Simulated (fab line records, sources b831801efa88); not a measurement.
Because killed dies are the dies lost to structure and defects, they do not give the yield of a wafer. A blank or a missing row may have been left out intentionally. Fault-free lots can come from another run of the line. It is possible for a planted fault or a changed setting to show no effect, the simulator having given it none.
The tool behind it: which one? || flow sky130 || Sampling: 11 lots, 33 wafers, 5 of 708 route steps

== WHAT THE GAUGES SHOWED, per wafer ==
SKY_VIA1_RS_MEAS_22: measures by four-point-probe. Usual: VIA1_W_RS gives 0.426 ohm/sq (standard deviation 0.0035).
{"lot": "L831", "measured": "day 33 08:46", "on": "filmMetro-02", "VIA1_W_RS (ohm/sq)": "0.426 0.427 0.429", "flag": ""}
{"lot": "L835", "measured": "day 35 06:32", "on": "filmMetro-01", "VIA1_W_RS (ohm/sq)": "0.427 0.429 0.425", "flag": ""}
{"lot": "L837", "measured": "day 35 23:17", "on": "filmMetro-02", "VIA1_W_RS (ohm/sq)": "0.428 0.459 0.427", "flag": "OFF"}
{"lot": "L839", "measured": "day 36 10:08", "on": "filmMetro-03", "VIA1_W_RS (ohm/sq)": "0.426 0.465 0.460", "flag": "OFF"}
{"lot": "L840", "measured": "day 36 17:16", "on": "filmMetro-02", "VIA1_W_RS (ohm/sq)": "0.430 0.427 0.464", "flag": "OFF"}
{"lot": "L843", "measured": "day 37 08:40", "on": "filmMetro-03", "VIA1_W_RS (ohm/sq)": "0.422 0.429 0.429", "flag": ""}
{"lot": "L848", "measured": "day 39 00:29", "on": "filmMetro-01", "VIA1_W_RS (ohm/sq)": "0.425 0.429 0.428", "flag": ""}
{"lot": "L851", "measured": "day 41 01:25", "on": "filmMetro-03", "VIA1_W_RS (ohm/sq)": "0.424 0.430 0.431", "flag": ""}
{"lot": "L849", "measured": "day 41 02:06", "on": "filmMetro-01", "VIA1_W_RS (ohm/sq)": "0.429 0.430 0.426", "flag": ""}
{"lot": "L852", "measured": "day 41 02:23", "on": "filmMetro-03", "VIA1_W_RS (ohm/sq)": "0.421 0.423 0.424", "flag": ""}
{"lot": "L853", "measured": "day 41 04:55", "on": "filmMetro-03", "VIA1_W_RS (ohm/sq)": "0.429 0.431 0.430", "flag": ""}

SKY_VIA1_THK_MEAS_23: measures by xrf. Usual: VIA1_W_THK gives 258 nm (standard deviation 3.1).
{"lot": "L831", "measured": "day 33 08:53", "on": "filmMetro-02", "VIA1_W_THK (nm)": "257 256 256", "flag": ""}
{"lot": "L835", "measured": "day 35 06:39", "on": "filmMetro-01", "VIA1_W_THK (nm)": "257 256 257", "flag": ""}
{"lot": "L837", "measured": "day 35 23:25", "on": "filmMetro-02", "VIA1_W_THK (nm)": "255 238 255", "flag": ""}
{"lot": "L839", "measured": "day 36 10:15", "on": "filmMetro-03", "VIA1_W_THK (nm)": "259 239 241", "flag": "OFF"}
{"lot": "L840", "measured": "day 36 17:22", "on": "filmMetro-02", "VIA1_W_THK (nm)": "257 256 238", "flag": ""}
{"lot": "L843", "measured": "day 37 08:47", "on": "filmMetro-03", "VIA1_W_THK (nm)": "260 254 255", "flag": ""}
{"lot": "L848", "measured": "day 39 00:35", "on": "filmMetro-01", "VIA1_W_THK (nm)": "255 253 254", "flag": ""}
{"lot": "L851", "measured": "day 41 01:32", "on": "filmMetro-03", "VIA1_W_THK (nm)": "262 260 260", "flag": ""}
{"lot": "L849", "measured": "day 41 02:13", "on": "filmMetro-01", "VIA1_W_THK (nm)": "255 256 257", "flag": ""}
{"lot": "L852", "measured": "day 41 02:31", "on": "filmMetro-03", "VIA1_W_THK (nm)": "266 264 264", "flag": ""}
{"lot": "L853", "measured": "day 41 05:02", "on": "filmMetro-03", "VIA1_W_THK (nm)": "261 259 260", "flag": ""}

== WHAT TOOL EACH LOT RAN ON (gives the tool, then ch and the chambers of the sampled wafers, and finally the start) ==
{"lot": "L831", "SKY_VIA1_ETCH_15": "rieDiel-02 ch 0,3, day 33 07:56", "SKY_VIA1_STRIP_16": "plasmaAsher-03 ch 1, day 33 07:59", "SKY_VIA1_CVD_21": "cvdW-01 ch 0,1, day 33 08:40"}
{"lot": "L835", "SKY_VIA1_ETCH_15": "rieDiel-03 ch 0,1, day 35 05:44", "SKY_VIA1_STRIP_16": "plasmaAsher-04 ch 0,1, day 35 05:47", "SKY_VIA1_CVD_21": "cvdW-02 ch 0,1, day 35 06:26"}
{"lot": "L837", "SKY_VIA1_ETCH_15": "rieDiel-02 ch 0,1,2, day 35 22:29", "SKY_VIA1_STRIP_16": "plasmaAsher-01 ch 0,1, day 35 22:32", "SKY_VIA1_CVD_21": "cvdW-02 ch 0,1, day 35 23:11"}
{"lot": "L839", "SKY_VIA1_ETCH_15": "rieDiel-01 ch 0,1,3, day 36 09:14", "SKY_VIA1_STRIP_16": "plasmaAsher-04 ch 0,1, day 36 09:17", "SKY_VIA1_CVD_21": "cvdW-02 ch 0,1, day 36 10:02"}
{"lot": "L840", "SKY_VIA1_ETCH_15": "rieDiel-03 ch 0,1,3, day 36 16:26", "SKY_VIA1_STRIP_16": "plasmaAsher-03 ch 0,1, day 36 16:31", "SKY_VIA1_CVD_21": "cvdW-02 ch 0,1, day 36 17:10"}
{"lot": "L843", "SKY_VIA1_ETCH_15": "rieDiel-01 ch 0,1,3, day 37 07:50", "SKY_VIA1_STRIP_16": "plasmaAsher-03 ch 0,1, day 37 07:53", "SKY_VIA1_CVD_21": "cvdW-01 ch 0,1, day 37 08:35"}
{"lot": "L848", "SKY_VIA1_ETCH_15": "rieDiel-03 ch 0,3, day 38 23:32", "SKY_VIA1_STRIP_16": "plasmaAsher-04 ch 0,1, day 38 23:37", "SKY_VIA1_CVD_21": "cvdW-01 ch 0,1, day 39 00:22"}
{"lot": "L851", "SKY_VIA1_ETCH_15": "rieDiel-02 ch 0,1,3, day 41 00:32", "SKY_VIA1_STRIP_16": "plasmaAsher-01 ch 0,1, day 41 00:35", "SKY_VIA1_CVD_21": "cvdW-02 ch 0,1, day 41 01:20"}
{"lot": "L849", "SKY_VIA1_ETCH_15": "rieDiel-01 ch 1,2, day 41 00:50", "SKY_VIA1_STRIP_16": "plasmaAsher-03 ch 0,1, day 41 00:53", "SKY_VIA1_CVD_21": "cvdW-01 ch 0,1, day 41 01:59"}
{"lot": "L852", "SKY_VIA1_ETCH_15": "rieDiel-03 ch 0,2,3, day 41 01:26", "SKY_VIA1_STRIP_16": "plasmaAsher-04 ch 0,1, day 41 01:29", "SKY_VIA1_CVD_21": "cvdW-02 ch 0,1, day 41 02:18"}
{"lot": "L853", "SKY_VIA1_ETCH_15": "rieDiel-03 ch 1,3, day 41 03:41", "SKY_VIA1_STRIP_16": "plasmaAsher-03 ch 0,1, day 41 03:44", "SKY_VIA1_CVD_21": "cvdW-02 ch 0, day 41 04:49"}
- SKY_VIA1_ETCH_15: etches SiO2 in C4F8/O2/Ar, stops on TiN, target depth 351 nm, time 54 s.
- SKY_VIA1_STRIP_16: strips in O2/N2.
- SKY_VIA1_CVD_21: deposits W, target thk 270 nm, time 80.902 s.

== WHAT THE TOOLS THEMSELVES READ (means of the sampled wafers that have a number; where no wafer has one, the mark that the record gives instead) ==
SKY_VIA1_ETCH_15. Usual: 0.981 a.u. for oesProductAu, sd 0.0053.
{"lot": "L831", "tool": "rieDiel-02", "oesProductAu (a.u.)": 0.984, "flag": ""}
{"lot": "L835", "tool": "rieDiel-03", "oesProductAu (a.u.)": 0.982, "flag": ""}
{"lot": "L837", "tool": "rieDiel-02", "oesProductAu (a.u.)": 0.979, "flag": ""}
{"lot": "L839", "tool": "rieDiel-01", "oesProductAu (a.u.)": 0.982, "flag": ""}
{"lot": "L840", "tool": "rieDiel-03", "oesProductAu (a.u.)": 0.981, "flag": ""}
{"lot": "L843", "tool": "rieDiel-01", "oesProductAu (a.u.)": 0.984, "flag": ""}
{"lot": "L848", "tool": "rieDiel-03", "oesProductAu (a.u.)": 0.983, "flag": ""}
{"lot": "L851", "tool": "rieDiel-02", "oesProductAu (a.u.)": 0.982, "flag": ""}
{"lot": "L849", "tool": "rieDiel-01", "oesProductAu (a.u.)": 0.981, "flag": ""}
{"lot": "L852", "tool": "rieDiel-03", "oesProductAu (a.u.)": 0.979, "flag": ""}
{"lot": "L853", "tool": "rieDiel-03", "oesProductAu (a.u.)": 0.983, "flag": ""}

SKY_VIA1_STRIP_16. Usual: drypumpMotorCurrentA 5.8 A, standard deviation 0.41; oesProductAu 0.415 a.u., standard deviation 0.0047; stripTimeToEndpointS 4.448 s, standard deviation 0.017.
{"lot": "L831", "tool": "plasmaAsher-03", "drypumpMotorCurrentA (A)": 6.1, "oesProductAu (a.u.)": 0.412, "stripTimeToEndpointS (s)": 4.459, "flag": ""}
{"lot": "L835", "tool": "plasmaAsher-04", "drypumpMotorCurrentA (A)": 6.1, "oesProductAu (a.u.)": 0.414, "stripTimeToEndpointS (s)": 4.461, "flag": ""}
{"lot": "L837", "tool": "plasmaAsher-01", "drypumpMotorCurrentA (A)": 6.0, "oesProductAu (a.u.)": 0.418, "stripTimeToEndpointS (s)": 4.460, "flag": ""}
{"lot": "L839", "tool": "plasmaAsher-04", "drypumpMotorCurrentA (A)": 6.0, "oesProductAu (a.u.)": 0.418, "stripTimeToEndpointS (s)": 4.458, "flag": ""}
{"lot": "L840", "tool": "plasmaAsher-03", "drypumpMotorCurrentA (A)": 5.7, "oesProductAu (a.u.)": 0.410, "stripTimeToEndpointS (s)": 4.463, "flag": ""}
{"lot": "L843", "tool": "plasmaAsher-03", "drypumpMotorCurrentA (A)": 5.7, "oesProductAu (a.u.)": 0.418, "stripTimeToEndpointS (s)": 4.445, "flag": ""}
{"lot": "L848", "tool": "plasmaAsher-04", "drypumpMotorCurrentA (A)": 6.1, "oesProductAu (a.u.)": 0.419, "stripTimeToEndpointS (s)": 4.467, "flag": ""}
{"lot": "L851", "tool": "plasmaAsher-01", "drypumpMotorCurrentA (A)": 5.8, "oesProductAu (a.u.)": 0.417, "stripTimeToEndpointS (s)": 4.450, "flag": ""}
{"lot": "L849", "tool": "plasmaAsher-03", "drypumpMotorCurrentA (A)": 5.3, "oesProductAu (a.u.)": 0.411, "stripTimeToEndpointS (s)": 4.443, "flag": ""}
{"lot": "L852", "tool": "plasmaAsher-04", "drypumpMotorCurrentA (A)": 6.0, "oesProductAu (a.u.)": 0.415, "stripTimeToEndpointS (s)": 4.433, "flag": ""}
{"lot": "L853", "tool": "plasmaAsher-03", "drypumpMotorCurrentA (A)": 5.7, "oesProductAu (a.u.)": 0.416, "stripTimeToEndpointS (s)": 4.436, "flag": ""}

SKY_VIA1_CVD_21. Usual: 814 W for heaterPowerW, sd 64.
{"lot": "L831", "tool": "cvdW-01", "heaterPowerW (W)": 788, "flag": ""}
{"lot": "L835", "tool": "cvdW-02", "heaterPowerW (W)": 816, "flag": ""}
{"lot": "L837", "tool": "cvdW-02", "heaterPowerW (W)": 812, "flag": ""}
{"lot": "L839", "tool": "cvdW-02", "heaterPowerW (W)": 816, "flag": ""}
{"lot": "L840", "tool": "cvdW-02", "heaterPowerW (W)": 835, "flag": ""}
{"lot": "L843", "tool": "cvdW-01", "heaterPowerW (W)": 846, "flag": ""}
{"lot": "L848", "tool": "cvdW-01", "heaterPowerW (W)": 775, "flag": ""}
{"lot": "L851", "tool": "cvdW-02", "heaterPowerW (W)": 777, "flag": ""}
{"lot": "L849", "tool": "cvdW-01", "heaterPowerW (W)": 788, "flag": ""}
{"lot": "L852", "tool": "cvdW-02", "heaterPowerW (W)": 793, "flag": ""}
{"lot": "L853", "tool": "cvdW-02", "heaterPowerW (W)": 770, "flag": ""}

== THE ANSWER, worked out from the rows above alone ==
Rule: lot off if the mean of its wafers having a number is beyond 3 standard deviations from the usual mean. A lot without any number at a reading at which 4 lots or more have one is off too. All remaining lots with rows at the step are treated as sound. After the gauges, taken in route order, come the tools' own readings; for these a lot's mean is taken, as printed above. The first step at which some lot is off is used, and at that step the reading that is off furthest; a lot without a number counts as furthest.
Off: L837, L839, L840, at SKY_VIA1_RS_MEAS_22 (VIA1_W_RS).
A tool fits if, at a process step before that reading, it ran every lot that is off, and no sound lot after the first of them. Gauges at SKY_VIA1_RS_MEAS_22: tried the same way as those tools. Not one of the candidates tried fits.

== WHAT WAS PUT IN BY THE SIMULATOR ==
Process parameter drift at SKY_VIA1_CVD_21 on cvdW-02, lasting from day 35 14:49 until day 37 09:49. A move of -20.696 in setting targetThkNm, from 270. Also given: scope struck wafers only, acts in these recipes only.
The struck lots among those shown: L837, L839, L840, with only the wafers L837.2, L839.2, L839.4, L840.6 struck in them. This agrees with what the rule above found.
